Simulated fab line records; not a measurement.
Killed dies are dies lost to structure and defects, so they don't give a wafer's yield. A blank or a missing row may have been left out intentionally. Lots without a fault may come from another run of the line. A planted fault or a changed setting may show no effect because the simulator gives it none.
fab line records | flow sky130 | part 1 of 2: steps 1 to 26 of 36
[record] lots = 5 wafers = 15 last_day = 50
route steps=708 shown LDD_N@239 LDD_P@255 LDD_HVN@267
lots that met no fault: taken from a fault-free run of the same line
start_h: hours from the record's first day to the start of the lot's first wafer shown | wait_h: hours from the lot's prior step to this one | " as in the row above | L1.1+2: several wafers, shown together as one row | - no value present, or no start provided | * or withheld: withheld | < > ~ a bound
route shown NAME@n: NAME is a module with steps in the file, n the number in the route of the first one | usual: mean/standard deviation of fault-free wafers | same: alike in all rows | chamber/n: place in a boat | sites: the reading at each site | _std_site: standard deviation of those values | _edge_site: inner sites' mean taken away from outer sites' mean | radius_mm: how far each site lies from the wafer's centre | mask NAME#n: copy n | behind: tool/chamber where the wafer was last shaped | hold: cause of the lot's hold/its duration in hours/its outcome | device: the transistor (n, p or np) that didn't switch | end of line: the same wafers' tests at the end of the route | step lacking rows: just its recipe | killed: count of dies lost to structure and defects at first sort (not the wafer's yield) | map: per-die view of a wafer (x killed, . not killed, _ where there is no die)
set.NAME: the setting the step ran with; set.NAME@STEP: the setting that earlier step ran with | model.NAME: the simulator's own value behind a step, which no gauge read
certain route steps with their lots: each step a table, each wafer a row
services: the hour from which a tool's chamber was out of use, counted from the record's first day as start_h (under 0 if before that day), plus the number of hours and why
[[steps]]
[step SKY_LDD_N_COAT_02]
[recipe] resist = NOVOLAK spin_rpm = 3000 resist_thk_nm = 300
[usual] resist_line_temp_C = 23.01/0.11
// columns lot.wafer tool chamber start_h wait_h resist_line_temp_C
L078.2 litho_track-01 0 426.53 0.1 23.11
L078.5 " 0 " " 23.13
L078.6 " 0 " " 23.03
L082.1 litho_track-03 0 456.11 0.1 23.00
L082.3 " 0 " " 22.74
L082.4 " 0 " " 22.84
L085.1 litho_track-01 0 487.75 0.1 23.01
L085.3 " 0 " " 22.99
L085.4 " 0 " " 23.01
L089.2 litho_track-01 0 536.23 0.1 22.95
L089.4 " 0 " " 23.07
L089.5 " 0 " " 23.04
L097.1 litho_track-02 0 586.34 0.1 22.86
L097.4 " 0 " " 22.89
L097.5 " 0 " " 23.10
[step SKY_LDD_N_SOFTBAKE_03]
[recipe] temp_c = 90 time_s = 60 resist = NOVOLAK
[usual] resist_line_temp_C = 23.00/0.11
// columns lot.wafer tool chamber start_h wait_h resist_line_temp_C
L078.2 litho_track-01 0 426.68 0.1 22.88
L078.5 " 0 " " 22.89
L078.6 " 0 " " 22.89
L082.1 litho_track-03 0 456.26 0.1 23.01
L082.3 " 0 " " 22.99
L082.4 " 0 " " 23.13
L085.1 litho_track-01 0 487.90 0.1 23.01
L085.3 " 0 " " 23.03
L085.4 " 0 " " 22.96
L089.2 litho_track-01 0 536.38 0.1 23.04
L089.4 " 0 " " 22.86
L089.5 " 0 " " 22.83
L097.1 litho_track-02 0 586.49 0.1 22.94
L097.4 " 0 " " 22.90
L097.5 " 0 " " 22.99
[step SKY_LDD_N_EXPOSE_04]
[recipe] mask_id = NTM target_cd_nm = 840 na = 0.6 source_shape = conventional sigma_outer = 0.6 dose_mj = 110
// columns lot.wafer tool chamber start_h wait_h mask
L078.2+5+6 iline_stepper-01 0 - - NTM#0
L082.1+3+4 iline_stepper-01 0 - - NTM#0
L085.1+3+4 iline_stepper-02 0 - - NTM#0
L089.2+4+5 iline_stepper-01 0 - - NTM#0
L097.1+4+5 iline_stepper-01 0 - - NTM#0
[step SKY_LDD_N_PEB_05]
[recipe] temp_c = withheld time_s = * resist = NOVOLAK
[usual] resist_line_temp_C = *
// columns lot.wafer tool chamber start_h wait_h resist_line_temp_C
L078.2 litho_track-01 0 - - *
L078.5 " 0 " " *
L078.6 " 0 " " *
L082.1 litho_track-03 0 - - *
L082.3 " 0 " " *
L082.4 " 0 " " *
L085.1 litho_track-02 0 - - *
L085.3 " 0 " " *
L085.4 " 0 " " *
L089.2 litho_track-01 0 - - *
L089.4 " 0 " " *
L089.5 " 0 " " *
L097.1 litho_track-01 0 - - *
L097.4 " 0 " " *
L097.5 " 0 " " *
[step SKY_LDD_N_DEVELOP_06]
[recipe] develop_time_s = 60 dev_temp_c = 23
[usual] resist_line_temp_C = 23.03/0.1
// columns lot.wafer tool chamber start_h wait_h resist_line_temp_C
L078.2 litho_track-01 0 440.93 0.1 23.03
L078.5 " 0 " " 22.89
L078.6 " 0 " " 22.78
L082.1 litho_track-03 0 470.86 0.1 22.99
L082.3 " 0 " " 23.04
L082.4 " 0 " " 23.16
L085.1 litho_track-02 0 502.79 0.1 23.07
L085.3 " 0 " " 23.23
L085.4 " 0 " " 23.14
L089.2 litho_track-01 0 552.18 0.1 22.97
L089.4 " 0 " " 22.86
L089.5 " 0 " " 22.98
L097.1 litho_track-01 0 600.95 0.1 22.96
L097.4 " 0 " " 22.96
L097.5 " 0 " " 22.99
[step SKY_LDD_N_OVL_MEAS_07]
[usual] LDD_N_OVL = -0.6/1.5
// columns lot.wafer tool chamber start_h wait_h LDD_N_OVL[nm]
L078.2 overlay-01 - 441.06 0.1 2.5
L078.5 " - " " -0.8
L078.6 " - " " 0.9
L082.1 overlay-01 - 471.01 0.1 0.0
L082.3 " - " " -0.4
L082.4 " - " " -1.2
L085.1 overlay-02 - 502.94 0.1 -0.8
L085.3 " - " " -0.4
L085.4 " - " " -0.5
L089.2 overlay-01 - 552.31 0.1 -1.4
L089.4 " - " " 0.6
L089.5 " - " " 0.1
L097.1 overlay-01 - 601.10 0.1 -0.8
L097.4 " - " " -0.7
L097.5 " - " " -1.5
[step SKY_LDD_N_IMPLANT_08]
[recipe] species = As energy_kev = 20 dose_cm2 = 7.5e+13 tilt_deg = withheld rotation_deg = 23
[usual] end_station_pressure_torr = 5.29e-06/2.8e-07
// columns lot.wafer tool chamber start_h wait_h end_station_pressure_torr
L078.2 implanter-01 0 441.12 0.0 5.45e-06
L078.5 " 0 " " 5.56e-06
L078.6 " 0 " " 4.77e-06
L082.1 implanter-04 0 471.05 0.0 5.61e-06
L082.3 " 0 " " 5.62e-06
L082.4 " 0 " " 4.89e-06
L085.1 implanter-01 0 502.97 0.0 5.51e-06
L085.3 " 0 " " 5.04e-06
L085.4 " 0 " " 5.84e-06
L089.2 implanter-01 0 552.36 0.0 5e-06
L089.4 " 0 " " 5.39e-06
L089.5 " 0 " " 5.28e-06
L097.1 implanter-02 0 601.14 0.0 5.01e-06
L097.4 " 0 " " 5.5e-06
L097.5 " 0 " " 5.18e-06
[step SKY_LDD_N_IMPLANT_09]
[recipe] species = As energy_kev = 20 dose_cm2 = 7.5e+13 tilt_deg = withheld rotation_deg = 113
[usual] end_station_pressure_torr = 5.32e-06/2.9e-07
// columns lot.wafer tool chamber start_h wait_h end_station_pressure_torr
L078.2 implanter-01 0 441.27 0.1 5.54e-06
L078.5 " 0 " " 5.61e-06
L078.6 " 0 " " 4.98e-06
L082.1 implanter-04 0 471.20 0.1 5.27e-06
L082.3 " 0 " " 5.42e-06
L082.4 " 0 " " 5.27e-06
L085.1 implanter-01 0 503.12 0.1 4.86e-06
L085.3 " 0 " " 5.25e-06
L085.4 " 0 " " 4.84e-06
L089.2 implanter-01 0 552.51 0.1 5.04e-06
L089.4 " 0 " " 4.93e-06
L089.5 " 0 " " 5.29e-06
L097.1 implanter-02 0 601.29 0.1 5.48e-06
L097.4 " 0 " " 4.86e-06
L097.5 " 0 " " 5.25e-06
[step SKY_LDD_N_IMPLANT_10]
[recipe] species = As energy_kev = 20 dose_cm2 = 7.5e+13 tilt_deg = withheld rotation_deg = 203
[usual] end_station_pressure_torr = 5.32e-06/2.8e-07
// columns lot.wafer tool chamber start_h wait_h end_station_pressure_torr
L078.2 implanter-01 0 441.42 0.1 5.25e-06
L078.5 " 0 " " 5.29e-06
L078.6 " 0 " " 5.44e-06
L082.1 implanter-04 0 471.35 0.1 5.43e-06
L082.3 " 0 " " 5.12e-06
L082.4 " 0 " " 4.75e-06
L085.1 implanter-01 0 503.27 0.1 5.49e-06
L085.3 " 0 " " 5.2e-06
L085.4 " 0 " " 5.4e-06
L089.2 implanter-01 0 552.66 0.1 5.48e-06
L089.4 " 0 " " 5.08e-06
L089.5 " 0 " " 5e-06
L097.1 implanter-02 0 601.44 0.1 5.31e-06
L097.4 " 0 " " 6.02e-06
L097.5 " 0 " " 5e-06
[step SKY_LDD_N_IMPLANT_11]
[recipe] species = As energy_kev = 20 dose_cm2 = 7.5e+13 tilt_deg = withheld rotation_deg = 293
[usual] end_station_pressure_torr = 5.36e-06/2.8e-07
// columns lot.wafer tool chamber start_h wait_h end_station_pressure_torr
L078.2 implanter-01 0 441.57 0.1 5.11e-06
L078.5 " 0 " " 5.64e-06
L078.6 " 0 " " 5.36e-06
L082.1 implanter-04 0 471.50 0.1 5.64e-06
L082.3 " 0 " " 5.3e-06
L082.4 " 0 " " 5.08e-06
L085.1 implanter-01 0 503.42 0.1 5.32e-06
L085.3 " 0 " " 5.1e-06
L085.4 " 0 " " 5.02e-06
L089.2 implanter-01 0 552.81 0.1 5.38e-06
L089.4 " 0 " " 5.07e-06
L089.5 " 0 " " 5.28e-06
L097.1 implanter-02 0 601.59 0.1 5.29e-06
L097.4 " 0 " " 5.46e-06
L097.5 " 0 " " 5.24e-06
[step SKY_LDD_N_IMPLANT_12]
[recipe] species = BF2 energy_kev = 50 dose_cm2 = 5e+12 tilt_deg = 30 rotation_deg = 0
[usual] end_station_pressure_torr = 4.98e-06/2.8e-07
// columns lot.wafer tool chamber start_h wait_h end_station_pressure_torr
L078.2 implanter-01 0 441.72 0.1 4.83e-06
L078.5 " 0 " " 5.11e-06
L078.6 " 0 " " 4.76e-06
L082.1 implanter-04 0 471.65 0.1 5.19e-06
L082.3 " 0 " " 4.72e-06
L082.4 " 0 " " 4.75e-06
L085.1 implanter-01 0 503.57 0.1 4.9e-06
L085.3 " 0 " " 4.94e-06
L085.4 " 0 " " 5.24e-06
L089.2 implanter-01 0 552.96 0.1 5.36e-06
L089.4 " 0 " " 4.9e-06
L089.5 " 0 " " 4.97e-06
L097.1 implanter-02 0 601.74 0.1 4.93e-06
L097.4 " 0 " " 5.46e-06
L097.5 " 0 " " 4.89e-06
[step SKY_LDD_N_IMPLANT_13]
[recipe] species = BF2 energy_kev = 50 dose_cm2 = 5e+12 tilt_deg = 30 rotation_deg = 90
[usual] end_station_pressure_torr = 5.03e-06/2.7e-07
// columns lot.wafer tool chamber start_h wait_h end_station_pressure_torr
L078.2 implanter-01 0 441.87 0.1 4.74e-06
L078.5 " 0 " " 5.07e-06
L078.6 " 0 " " 5.39e-06
L082.1 implanter-04 0 471.80 0.1 5.06e-06
L082.3 " 0 " " 5.25e-06
L082.4 " 0 " " 4.86e-06
L085.1 implanter-01 0 503.72 0.1 4.9e-06
L085.3 " 0 " " 5.31e-06
L085.4 " 0 " " 5.07e-06
L089.2 implanter-01 0 553.11 0.1 4.74e-06
L089.4 " 0 " " 5.06e-06
L089.5 " 0 " " 5.16e-06
L097.1 implanter-02 0 601.89 0.1 4.81e-06
L097.4 " 0 " " 5.51e-06
L097.5 " 0 " " 5.35e-06
[step SKY_LDD_N_IMPLANT_14]
[recipe] species = BF2 energy_kev = 50 dose_cm2 = 5e+12 tilt_deg = 30 rotation_deg = 180
[usual] end_station_pressure_torr = 5.05e-06/2.6e-07
// columns lot.wafer tool chamber start_h wait_h end_station_pressure_torr
L078.2 implanter-01 0 442.02 0.1 5.6e-06
L078.5 " 0 " " 4.83e-06
L078.6 " 0 " " 5.09e-06
L082.1 implanter-04 0 471.95 0.1 5.17e-06
L082.3 " 0 " " 4.35e-06
L082.4 " 0 " " 5.66e-06
L085.1 implanter-01 0 503.87 0.1 5.33e-06
L085.3 " 0 " " 5.66e-06
L085.4 " 0 " " 4.57e-06
L089.2 implanter-01 0 553.26 0.1 4.93e-06
L089.4 " 0 " " 4.83e-06
L089.5 " 0 " " 5.52e-06
L097.1 implanter-02 0 602.04 0.1 5.05e-06
L097.4 " 0 " " 5.17e-06
L097.5 " 0 " " 4.88e-06
[step SKY_LDD_N_IMPLANT_15]
[recipe] species = BF2 energy_kev = 50 dose_cm2 = 5e+12 tilt_deg = 30 rotation_deg = 270
[usual] end_station_pressure_torr = 5.02e-06/2.7e-07
// columns lot.wafer tool chamber start_h wait_h end_station_pressure_torr
L078.2 implanter-01 0 442.17 0.1 5.08e-06
L078.5 " 0 " " 4.89e-06
L078.6 " 0 " " 4.61e-06
L082.1 implanter-04 0 472.10 0.1 5.22e-06
L082.3 " 0 " " 5.15e-06
L082.4 " 0 " " 4.79e-06
L085.1 implanter-01 0 504.02 0.1 4.99e-06
L085.3 " 0 " " 5.08e-06
L085.4 " 0 " " 5.23e-06
L089.2 implanter-01 0 553.41 0.1 5.02e-06
L089.4 " 0 " " 5.42e-06
L089.5 " 0 " " 4.87e-06
L097.1 implanter-02 0 602.19 0.1 4.61e-06
L097.4 " 0 " " 4.91e-06
L097.5 " 0 " " 5.08e-06
[step SKY_LDD_N_STRIP_16]
[recipe] chemistry = O2/N2 power_w = 1400 pressure_mtorr = 1500 platen_temp_c = withheld o2_flow_sccm = 3000 n2_flow_sccm = 300 overash_fraction = 0.5
[usual] drypump_motor_current_A = 5.8/0.31 oes_product_au = 0.407/0.0048 strip_time_to_endpoint_s = 4.317/0.013
// columns lot.wafer tool chamber start_h wait_h drypump_motor_current_A oes_product_au rf_hours_counter_h strip_time_to_endpoint_s
L078.2 plasma_asher-02 1 442.29 0.1 5.4 0.402 30 4.331
L078.5 " 0 " " 6.6 0.404 - 4.341
L078.6 " 1 " " 5.4 0.404 - 4.348
L082.1 plasma_asher-01 0 472.25 0.1 5.3 0.404 70 4.317
L082.3 " 1 " " 5.7 0.406 - 4.305
L082.4 " 0 " " 5.2 0.410 - 4.316
L085.1 plasma_asher-04 1 504.17 0.1 5.9 0.409 81 4.313
L085.3 " 1 " " 5.9 0.399 - 4.327
L085.4 " 0 " " 5.8 0.411 - 4.304
L089.2 plasma_asher-01 0 553.54 0.1 5.3 0.408 78 4.323
L089.4 " 1 " " 5.7 0.400 - 4.305
L089.5 " 1 " " 5.7 0.419 - 4.300
L097.1 plasma_asher-04 1 602.34 0.1 5.9 0.405 91 4.313
L097.4 " 1 " " 5.9 0.419 - 4.325
L097.5 " 1 " " 5.9 0.410 - 4.328
[step SKY_LDD_N_TW_MEAS_17]
[usual] LDD_N_TW = 2601/17
// columns lot.wafer tool chamber start_h wait_h LDD_N_TW
L078.2 film_metro-01 - 442.40 0.1 2581
L078.5 " - " " 2578
L078.6 " - " " 2581
L082.1 film_metro-02 - 472.35 0.1 2625
L082.3 " - " " 2640
L082.4 " - " " 2614
L085.1 film_metro-02 - 504.27 0.1 2614
L085.3 " - " " 2624
L085.4 " - " " 2616
L089.2 film_metro-04 - 553.65 0.1 2581
L089.4 " - " " 2587
L089.5 " - " " 2589
L097.1 film_metro-04 - 602.44 0.1 2597
L097.4 " - " " 2623
L097.5 " - " " 2614
[step SKY_LDD_P_DEHYDRATE_00]
[recipe] temp_c = 200 time_s = 60
[usual] resist_line_temp_C = 23.02/0.1
// columns lot.wafer tool chamber start_h wait_h resist_line_temp_C
L078.2 litho_track-01 0 458.08 15.7 22.91
L078.5 " 0 " " 22.85
L078.6 " 0 " " 22.91
L082.1 litho_track-04 0 487.82 15.5 23.09
L082.3 " 0 " " 22.99
L082.4 " 0 " " 23.01
L085.1 litho_track-02 0 519.94 15.7 23.17
L085.3 " 0 " " 23.03
L085.4 " 0 " " 23.11
L089.2 litho_track-04 0 566.79 13.1 23.11
L089.4 " 0 " " 22.95
L089.5 " 0 " " 23.05
L097.1 litho_track-04 0 616.72 14.3 22.95
L097.4 " 0 " " 22.96
L097.5 " 0 " " 22.88
[step SKY_LDD_P_HMDS_01]
[recipe] prime_time_s = 60 prime_temp_c = 120
[usual] resist_line_temp_C = 23.01/0.11
// columns lot.wafer tool chamber start_h wait_h resist_line_temp_C
L078.2 litho_track-01 0 458.23 0.1 23.13
L078.5 " 0 " " 23.05
L078.6 " 0 " " 23.04
L082.1 litho_track-04 0 487.97 0.1 22.98
L082.3 " 0 " " 22.95
L082.4 " 0 " " 22.98
L085.1 litho_track-02 0 520.09 0.1 22.99
L085.3 " 0 " " 23.01
L085.4 " 0 " " 22.87
L089.2 litho_track-04 0 566.94 0.1 23.16
L089.4 " 0 " " 23.17
L089.5 " 0 " " 23.03
L097.1 litho_track-04 0 616.87 0.1 23.00
L097.4 " 0 " " 22.97
L097.5 " 0 " " 22.98
[step SKY_LDD_P_COAT_02]
[recipe] resist = NOVOLAK spin_rpm = 3000 resist_thk_nm = 1140
[usual] resist_line_temp_C = 23.00/0.1
// columns lot.wafer tool chamber start_h wait_h resist_line_temp_C
L078.2 litho_track-01 0 458.38 0.1 22.99
L078.5 " 0 " " 22.89
L078.6 " 0 " " 23.01
L082.1 litho_track-04 0 488.12 0.1 22.98
L082.3 " 0 " " 22.89
L082.4 " 0 " " 22.98
L085.1 litho_track-02 0 520.24 0.1 23.11
L085.3 " 0 " " 22.96
L085.4 " 0 " " 22.96
L089.2 litho_track-04 0 567.09 0.1 22.92
L089.4 " 0 " " 23.08
L089.5 " 0 " " 23.01
L097.1 litho_track-04 0 617.02 0.1 23.27
L097.4 " 0 " " 23.09
L097.5 " 0 " " 23.11
[step SKY_LDD_P_SOFTBAKE_03]
[recipe] temp_c = 90 time_s = 60 resist = NOVOLAK
[usual] resist_line_temp_C = 23.00/0.097
// columns lot.wafer tool chamber start_h wait_h resist_line_temp_C
L078.2 litho_track-01 0 458.53 0.1 22.94
L078.5 " 0 " " 23.01
L078.6 " 0 " " 23.13
L082.1 litho_track-04 0 488.27 0.1 22.99
L082.3 " 0 " " 22.84
L082.4 " 0 " " 22.87
L085.1 litho_track-02 0 520.39 0.1 23.08
L085.3 " 0 " " 23.17
L085.4 " 0 " " 22.99
L089.2 litho_track-04 0 567.24 0.1 23.04
L089.4 " 0 " " 23.10
L089.5 " 0 " " 22.88
L097.1 litho_track-04 0 617.17 0.1 22.81
L097.4 " 0 " " 22.96
L097.5 " 0 " " 22.84
[step SKY_LDD_P_EXPOSE_04]
[recipe] mask_id = PSDM na = 0.6 source_shape = conventional sigma_outer = 0.6 polarization = unpolarized target_cd_nm = 380 dose_mj = 138
// columns lot.wafer tool chamber start_h wait_h mask
L078.2+5+6 iline_stepper-01 0 - - PSDM#0
L082.1+3+4 iline_stepper-01 0 - - PSDM#0
L085.1+3+4 iline_stepper-01 0 - - PSDM#0
L089.2+4+5 iline_stepper-02 0 - - PSDM#0
L097.1+4+5 iline_stepper-02 0 - - PSDM#0
[step SKY_LDD_P_PEB_05]
[recipe] temp_c = withheld time_s = * resist = NOVOLAK
[usual] resist_line_temp_C = *
// columns lot.wafer tool chamber start_h wait_h resist_line_temp_C
L078.2 litho_track-02 0 - - *
L078.5 " 0 " " *
L078.6 " 0 " " *
L082.1 litho_track-02 0 - - *
L082.3 " 0 " " *
L082.4 " 0 " " *
L085.1 litho_track-01 0 - - *
L085.3 " 0 " " *
L085.4 " 0 " " *
L089.2 litho_track-04 0 - - *
L089.4 " 0 " " *
L089.5 " 0 " " *
L097.1 litho_track-02 0 - - *
L097.4 " 0 " " *
L097.5 " 0 " " *
[step SKY_LDD_P_DEVELOP_06]
[recipe] resist = NOVOLAK developer = TMAH develop_time_s = 60 dev_temp_c = 23
[usual] resist_line_temp_C = 22.99/0.11
// columns lot.wafer tool chamber start_h wait_h resist_line_temp_C
L078.2 litho_track-02 0 473.31 0.1 22.89
L078.5 " 0 " " 22.82
L078.6 " 0 " " 22.99
L082.1 litho_track-02 0 503.09 0.1 22.93
L082.3 " 0 " " 22.88
L082.4 " 0 " " 22.99
L085.1 litho_track-01 0 534.50 0.1 22.94
L085.3 " 0 " " 23.03
L085.4 " 0 " " 22.86
L089.2 litho_track-04 0 583.14 0.1 23.24
L089.4 " 0 " " 23.07
L089.5 " 0 " " 23.09
L097.1 litho_track-02 0 630.79 0.1 23.01
L097.4 " 0 " " 22.71
L097.5 " 0 " " 23.00
[step SKY_LDD_P_CD_MEAS_07]
[recipe] target_cd_nm = 380
[usual] cd_nm = 379.8/2.1
// columns lot.wafer tool chamber start_h wait_h cd_nm
L078.2 cd_sem-02 - 473.46 0.1 376.5
L078.5 " - " " 378.5
L078.6 " - " " 377.9
L082.1 cd_sem-02 - 503.24 0.1 381.1
L082.3 " - " " 379.4
L082.4 " - " " 377.8
L085.1 cd_sem-02 - 534.65 0.1 377.0
L085.3 " - " " 376.5
L085.4 " - " " 376.5
L089.2 cd_sem-02 - 583.29 0.1 381.4
L089.4 " - " " 381.1
L089.5 " - " " 381.3
L097.1 cd_sem-02 - 630.94 0.1 380.3
L097.4 " - " " 380.8
L097.5 " - " " 377.6
[step SKY_LDD_P_OVL_MEAS_08]
[usual] LDD_P_OVL = -0.8/1.4
// columns lot.wafer tool chamber start_h wait_h LDD_P_OVL[nm]
L078.2 overlay-02 - 473.56 0.1 -0.8
L078.5 " - " " -0.3
L078.6 " - " " -0.9
L082.1 overlay-01 - 503.36 0.1 -0.6
L082.3 " - " " -1.2
L082.4 " - " " -1.2
L085.1 overlay-01 - 534.77 0.1 -1.0
L085.3 " - " " -3.3
L085.4 " - " " -0.9
L089.2 overlay-02 - 583.39 0.1 0.3
L089.4 " - " " -1.3
L089.5 " - " " -2.8
L097.1 overlay-01 - 631.06 0.1 -1.1
L097.4 " - " " -2.0
L097.5 " - " " -2.6
[step SKY_LDD_P_IMPLANT_09]
[recipe] species = BF2 energy_kev = 25 dose_cm2 = 1e+13 tilt_deg = withheld
[usual] end_station_pressure_torr = 5.04e-06/2.6e-07
// columns lot.wafer tool chamber start_h wait_h end_station_pressure_torr
L078.2 implanter-04 0 473.62 0.0 4.72e-06
L078.5 " 0 " " 5.23e-06
L078.6 " 0 " " 4.91e-06
L082.1 implanter-03 0 503.39 0.0 4.64e-06
L082.3 " 0 " " 5.36e-06
L082.4 " 0 " " 5.48e-06
L085.1 implanter-04 0 534.81 0.0 4.81e-06
L085.3 " 0 " " 5.58e-06
L085.4 " 0 " " 4.85e-06
L089.2 implanter-04 0 583.45 0.0 4.97e-06
L089.4 " 0 " " 4.76e-06
L089.5 " 0 " " 5.12e-06
L097.1 implanter-03 0 631.09 0.0 5.3e-06
L097.4 " 0 " " 4.55e-06
L097.5 " 0 " " 4.7e-06
